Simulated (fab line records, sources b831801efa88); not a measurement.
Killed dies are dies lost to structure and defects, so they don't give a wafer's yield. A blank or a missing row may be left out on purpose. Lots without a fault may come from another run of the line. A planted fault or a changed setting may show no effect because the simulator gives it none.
A struck lot beside a sound one | flow sfq_line | 42 steps out of a route of 325
Sound: wafers L159.1, L159.2, L159.3. Struck: wafers L170.3, L170.4. (L170.1 of the same lot was not struck and is left out.) The cause comes at the end.
At each step with rows: each side's tool, then ch and its chambers, then its first start. Under that, the readings that differ: sound wafers | struck wafers | difference of the means | sigmas: that difference in standard deviations of wafers without a fault.
alike: readings whose means differ by less than 2 such deviations, and words and numbers that are the same on both sides. not compared: withheld readings, readings that some wafer has no value for, bounds like >300 that may hide the same value, and numbers for which the record gives no deviation and whose values overlap.
The two part at a step that has a row with sigmas, a row that says differs or no value, or rows on one side only. Numbers that don't overlap but have no deviation are shown without sigmas and don't part them. A reading that every wafer of one side lacks parts them only if that side has two wafers or more.

first, 6 steps without rows for these wafers: SFQ_TRILAYER_M6_LITHO_COAT_164 (resist thk 62 nm); SFQ_TRILAYER_M6_LITHO_COAT_159 (resist thk 600 nm); SFQ_TRILAYER_M6_LITHO_SOFTBAKE_163; SFQ_TRILAYER_M6_LITHO_EXPOSE_160 (exposes mask M6, target cd 500 nm); SFQ_TRILAYER_M6_LITHO_PEB_162 (peb time 60 s); SFQ_TRILAYER_M6_LITHO_DEVELOP_161 (time 60 s).
SFQ_M6_OVL_MEAS_940:
  sound on overlay-01, day 71 23:31; struck on overlay-01, day 75 14:16
  alike: M6_OVL
SFQ_TRILAYER_M6_BARC_OPEN_METAL_ETCH_206: etches BARC in O2, target depth 125 nm, time 41.7 s.
  sound on rie_metal-04 ch 0,1, day 71 23:34; struck on rie_metal-03 ch 0,1, day 75 14:19
  alike: drypump_motor_current_A, oes_product_au
  not compared: rf_hours_counter_h
SFQ_TRILAYER_M6_ETCH_METAL_ETCH_162: etches Nb in Cl2/Ar, stops on SiO2, target depth 240 nm, time 120 s.
  sound on rie_metal-04 ch 0,1, day 71 23:37; struck on rie_metal-03 ch 0,1, day 75 14:22
  alike: drypump_motor_current_A, oes_product_au
  not compared: rf_hours_counter_h
then, 3 steps without rows for these wafers: SFQ_TRILAYER_M6_STRIP_STRIP_163 (strips in O2); SFQ_TRILAYER_M6_STRIP_SOLV_CLEAN_164 (cleans in NMP, time 600 s); SFQ_TRILAYER_I6_DEP_PECVD_165 (deposits SiO2 from SiH4/N2O, time 111.11 s, target thk 500 nm).
SFQ_TRILAYER_I6_CMP_CMP_166: polishes SiO2.
  sound on cmp-01 ch 1,2,3, day 72 16:19; struck on cmp-01 ch 0,3, day 76 15:59
  reading                                             | sound             | struck      | difference | sigmas
  time_to_endpoint_s (s)                              | 208 216 209       | 270 276     | +62        | +9
  model.SiO2_of_TRILAYER_I6_DEP_PECVD_165.thk_nm (nm) | 198.2 198.2 197.6 | 301.7 303.3 | +104.5     |
  alike: motor_current_A
SFQ_I6_BOW_MEAS_941:
  sound on film_metro-03, day 72 19:19; struck on film_metro-01, day 76 18:59
  alike: I6_BOW
SFQ_TRILAYER_I6_METRO_MEASURE_167:
  sound on film_metro-03, day 72 19:26; struck on film_metro-01, day 76 19:06
  reading     | sound             | struck      | difference | sigmas
  thk_nm (nm) | 198.1 198.1 197.5 | 301.7 303.3 | +104.6     | +99 or more
then, 6 steps without rows for these wafers: SFQ_TRILAYER_I6_VIA_LITHO_COAT_174 (resist thk 62 nm); SFQ_TRILAYER_I6_VIA_LITHO_COAT_169 (resist thk 650 nm); SFQ_TRILAYER_I6_VIA_LITHO_SOFTBAKE_173; SFQ_TRILAYER_I6_VIA_LITHO_EXPOSE_170 (exposes mask I6, target cd 700 nm); SFQ_TRILAYER_I6_VIA_LITHO_PEB_172 (peb time 60 s); SFQ_TRILAYER_I6_VIA_LITHO_DEVELOP_171 (time 60 s).
-- the record jumps here: 4 days lie between the struck wafers' starts before and after --
SFQ_I6_OVL_MEAS_942:
  sound on overlay-01, day 77 02:11; struck on overlay-02, day 80 08:50
  alike: I6_OVL
then, 1 step without rows for these wafers: SFQ_TRILAYER_I6_VIA_BARC_OPEN_VIA_ETCH_235 (etches BARC in O2, target depth 125 nm, time 41.7 s).
SFQ_TRILAYER_I6_VIA_ETCH_VIA_ETCH_172: etches SiO2 in CHF3, stops on Nb, target depth 260 nm.
  sound on rie_diel-04 ch 0,2,3, day 77 02:16; struck on rie_diel-04 ch 0,2, day 80 08:55
  reading                        | sound             | struck      | difference | sigmas
  oes_product_au (a.u.)          | 0.851 0.845 0.862 | 1.000 1.003 | +0.149     | +29
  model.I6.feature_depth_nm (nm) | 198.2 198.2 197.6 | 260 257.9   | +61        |
  model.etch.depth_nm (nm)       | 198.2 198.2 197.6 | 260 257.9   | +61        |
  alike: drypump_motor_current_A
SFQ_TRILAYER_I6_VIA_STRIP_STRIP_173: strips in O2.
  sound on rie_metal-03 ch 0,1, day 77 02:22; struck on rie_metal-01 ch 0,1, day 80 09:02
  alike: drypump_motor_current_A, oes_product_au
  not compared: rf_hours_counter_h
then, 1 step without rows for these wafers: SFQ_TRILAYER_I6_VIA_STRIP_SOLV_CLEAN_174 (cleans in NMP, time 600 s).
SFQ_TRILAYER_M7_DEP_PRE_CLEAN_176: time 22.5 s.
  sound on pvd_sputter-04, day 77 03:09; struck on pvd_sputter-03, day 80 09:48
  reading                                             | sound             | struck      | difference | sigmas
  model.SiO2_of_TRILAYER_I6_DEP_PECVD_165.thk_nm (nm) | 190.7 190.7 190.1 | 294.2 295.8 | +104.5     |
then, 1 step without rows for these wafers: SFQ_TRILAYER_M7_DEP_SPUTTER_175 (material Nb, target thk 200 nm, time 133.3 s).
SFQ_M7_RS_MEAS_943: measures by four-point-probe.
  sound on film_metro-02, day 77 03:16; struck on film_metro-02, day 80 09:55
  alike: M7_NB_RS
then, 6 steps without rows for these wafers: SFQ_TRILAYER_M7_LITHO_COAT_182 (resist thk 62 nm); SFQ_TRILAYER_M7_LITHO_COAT_177 (resist thk 600 nm); SFQ_TRILAYER_M7_LITHO_SOFTBAKE_181; SFQ_TRILAYER_M7_LITHO_EXPOSE_178 (exposes mask M7, target cd 500 nm); SFQ_TRILAYER_M7_LITHO_PEB_180 (peb time 60 s); SFQ_TRILAYER_M7_LITHO_DEVELOP_179 (time 60 s).
-- the record jumps here: 4 days lie between the struck wafers' starts before and after --
SFQ_M7_OVL_MEAS_945:
  sound on overlay-02, day 80 18:26; struck on overlay-01, day 84 12:01
  alike: M7_OVL
then, 1 step without rows for these wafers: SFQ_TRILAYER_M7_BARC_OPEN_METAL_ETCH_229 (etches BARC in O2, target depth 125 nm, time 41.7 s).
SFQ_TRILAYER_M7_ETCH_METAL_ETCH_180: etches Nb in Cl2/Ar, stops on SiO2, target depth 240 nm, time 120 s.
  sound on rie_metal-01 ch 0,1, day 80 18:32; struck on rie_metal-04 ch 0,1, day 84 12:07
  alike: drypump_motor_current_A, oes_product_au
  not compared: rf_hours_counter_h
SFQ_TRILAYER_M7_STRIP_STRIP_181: strips in O2.
  sound on rie_metal-01 ch 0,1, day 80 18:40; struck on rie_metal-04 ch 0,1, day 84 12:14
  alike: drypump_motor_current_A, oes_product_au
  not compared: rf_hours_counter_h
then, 2 steps without rows for these wafers: SFQ_TRILAYER_M7_STRIP_SOLV_CLEAN_182 (cleans in NMP, time 600 s); SFQ_TRILAYER_I7_DEP_PECVD_183 (deposits SiO2 from SiH4/N2O, time 111.11 s, target thk 500 nm).
SFQ_M8_BOW_MEAS_951:
  sound on film_metro-04, day 81 11:10; struck on film_metro-02, day 85 14:38
  reading                 | sound            | struck      | difference | sigmas
  model.etest.i6.link_ohm | 1.88 1.868 1.884 | 1e+06 1e+06 | +1e+06     |
  alike: M8_BOW

WHERE THEY PART
First at SFQ_TRILAYER_I6_CMP_CMP_166; last, within this record, at SFQ_TRILAYER_I6_VIA_ETCH_VIA_ETCH_172. Later steps at which nothing parts them and some readings are alike: SFQ_TRILAYER_I6_VIA_STRIP_STRIP_173, SFQ_M7_RS_MEAS_943, SFQ_M7_OVL_MEAS_945, SFQ_TRILAYER_M7_ETCH_METAL_ETCH_180, SFQ_TRILAYER_M7_STRIP_STRIP_181, SFQ_M8_BOW_MEAS_951.

WHY: what the simulator had put in
Process parameter drift: cmp-01, from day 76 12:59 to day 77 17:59, at SFQ_TRILAYER_I6_CMP_CMP_166. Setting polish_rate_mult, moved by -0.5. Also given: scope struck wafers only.
